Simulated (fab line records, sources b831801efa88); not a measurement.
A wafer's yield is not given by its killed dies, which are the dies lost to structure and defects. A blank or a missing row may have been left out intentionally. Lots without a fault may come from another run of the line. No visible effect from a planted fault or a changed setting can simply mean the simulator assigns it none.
Code-filled problem report in 8D (eight disciplines) form + flow sfq line + the parts of the form that need people (team, actions taken, sign-off) are left out

== 1. PROBLEM STATEMENT ==
M7_NB_RS at SFQ_M7_RS_MEAS_943 reads a mean of 1.023 ohm/sq on 5 wafers of 2 lots; wafers without a fault read 0.890 ohm/sq with a standard deviation of 0.0071. That puts it +19 standard deviations away from the usual mean.
The step: measures by four-point-probe.
First observed at day 74 06:39: wafer L515.2, on film metro-04. At this step, 41 wafers from 14 lots have a number in the record. Rule for "out" (also "out of limits"): further than 4 standard deviations from the usual mean. All remaining wafers that have a number are taken as sound.

== 2. WHAT THIS IS AND IS NOT ==
| question                    | is                           | is not                                                                                       |
|-----------------------------|------------------------------|----------------------------------------------------------------------------------------------|
| which readings at this step | M7_NB_RS                     | -                                                                                            |
| which lots                  | L515, L516                   | L501, L502, L503, L504, L506, L513, L514, L518, L519, L521, L522, L524                       |
| which wafers of those lots  | all that have a number       | -                                                                                            |
| read on which gauges        | film metro-01, film metro-04 | film metro-02                                                                                |
| when                        | from day 74 06:39            | up to then (21 sound wafers); but 15 sound wafers of L518, L519, L521, L522, L524 came after |

== 3. SUSPECTS, AND WHAT RULES EACH OUT ==
Counting: a tool stays on the suspect list if, at a process step up to the reading, it processed all lots that are out and no sound lot following the first of them.
- the gauge at SFQ_M7_RS_MEAS_943: ruled out. The wafers that are out were read on 2 gauges (film metro-01, film metro-04).
- pvd sputter-06 at SFQ_TRILAYER_M7_DEP_SPUTTER_175 (material Nb, target thk 200 nm, time 133.3 s): kept. It ran every lot that is out, first L515 (day 74 06:32), and no sound lot after that.
Remaining after the count: pvd sputter-06 at SFQ_TRILAYER_M7_DEP_SPUTTER_175.

== 4. THE CAUSE (what the simulator had put in) ==
Site profile drift: pvd sputter-06, from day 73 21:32 on, at SFQ_TRILAYER_M7_DEP_SPUTTER_175. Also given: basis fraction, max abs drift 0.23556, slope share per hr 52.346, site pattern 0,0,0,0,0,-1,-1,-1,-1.
The count eliminated every tool but this one.

== 5. THE EFFECT CHAIN, in route order ==
One row per reading whose mean, taken over the struck wafers that have a number, lies over 3 standard deviations from the usual. Only readings for which the record gives a usual standard deviation are gone through. hours: the time from each lot's start at the first step in this table that gives one to its start at this step, as a median over the lots. sigmas: the change in usual standard deviations.
| hours | step                                | reading        | usual        | on struck wafers | change | sigmas |
|-------|-------------------------------------|----------------|--------------|------------------|--------|--------|
| 0     | SFQ_M7_RS_MEAS_943                  | M7_NB_RS       | 0.890 ohm/sq | 1.023            | +0.133 | +19    |
| 94    | SFQ_TRILAYER_M7_ETCH_METAL_ETCH_180 | oes product au | 0.894 a.u.   | 0.835            | -0.059 | -10    |
Here are the process steps it includes:
- SFQ_TRILAYER_M7_ETCH_METAL_ETCH_180: etches Nb in Cl2/Ar, stops on SiO2, target depth 240 nm, time 120 s.

== 6. HOW IT WOULD HAVE BEEN CAUGHT EARLIER ==
9 hours passed between the start of the fault at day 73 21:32 and the first reading out of limits at a measuring or inspecting step in this record, taken at day 74 06:39.
An alarm limit of 4 standard deviations would not have fired on the tool readings at SFQ_TRILAYER_M7_DEP_SPUTTER_175 for which the record gives a usual standard deviation, since none of them was out on any struck wafer.
Among the 2 lots that are out, L516 began SFQ_TRILAYER_M7_DEP_SPUTTER_175 on pvd sputter-06 after day 74 06:39. Putting the tool on hold at that point would have spared it.
